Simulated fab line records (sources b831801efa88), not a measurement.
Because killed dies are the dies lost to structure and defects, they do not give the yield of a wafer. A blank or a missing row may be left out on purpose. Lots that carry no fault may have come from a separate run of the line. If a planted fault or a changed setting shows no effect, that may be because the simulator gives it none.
2 desks, one fault | flow sky130 | each desk holds nothing but its own numbers, with what lay behind them at the end

== THE METROLOGY DESK ==
Means of the sampled wafers that have a number, per lot and without regard to the tool the lot ran on: this is what the gauges read. Marked OUT: a lot whose mean sits more than 4 standard deviations from the usual mean, which makes it out of limits; the brackets give that distance.
Columns: A = cd-nm at SKY_METAL4_CD_MEAS_13, usual 299.8 nm
lot  | first seen here | A
L812 | day 41 16:49    | 298.1
L814 | day 42 02:33    | 299.5
L815 | day 42 12:44    | 300.1
L819 | day 44 07:49    | 300.2
L820 | day 44 09:28    | 297.9
L821 | day 44 15:45    | 300.3
L822 | day 45 05:08    | 300.9
L827 | day 46 03:32    | 299.5
L828 | day 46 17:08    | 299.5
L835 | day 47 16:12    | 300.9
This desk's verdict: no lot among the 10 shows anything out of limits.

== THE TOOL OWNER'S DESK: litho-track-04 ==
The tool's own readings at SKY_PASSIVATION_COAT_06 (resist thk 3000 nm): means of the sampled wafers that have a number, for each lot that ran on this tool. Marked OUT: a lot whose mean sits more than 4 standard deviations from the usual mean, which makes it out of limits; the brackets give that distance.
Columns: A = spin-speed-rpm at SKY_PASSIVATION_COAT_06, usual 1999.9 rpm
lot  | first seen here | A
L812 | day 44 06:33    | 2000.7
L814 | day 44 13:09    | 2000.2
L819 | day 46 17:26    | 2122.1 (+87) OUT
L821 | day 47 00:36    | 2121.3 (+87) OUT
L822 | day 47 11:21    | 2120.0 (+86) OUT
This desk's verdict: out of limits on L819, L821, L822, starting with L819 at day 46 17:26 (spin-speed-rpm at SKY_PASSIVATION_COAT_06). Within limits: L812, L814.

== BROUGHT TOGETHER ==
At day 46 17:26, on L819, L821, L822, the tool owner's desk was in a position to raise an alarm.
Nothing out of limits was seen by the metrology desk.
The metrology desk has L819, L821, L822 on record, within its limits.
Of the lots named, all ran SKY_PASSIVATION_COAT_06 on litho-track-04.

== WHAT HAD BEEN PUT IN BY THE SIMULATOR ==
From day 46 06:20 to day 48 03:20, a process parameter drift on litho-track-04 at SKY_PASSIVATION_COAT_06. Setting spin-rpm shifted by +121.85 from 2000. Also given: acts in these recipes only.
Lots struck among those shown: L819, L821, L822.
How many hours passed from the start of the fault until each desk's first out-of-limits reading: the tool owner's desk, 11.
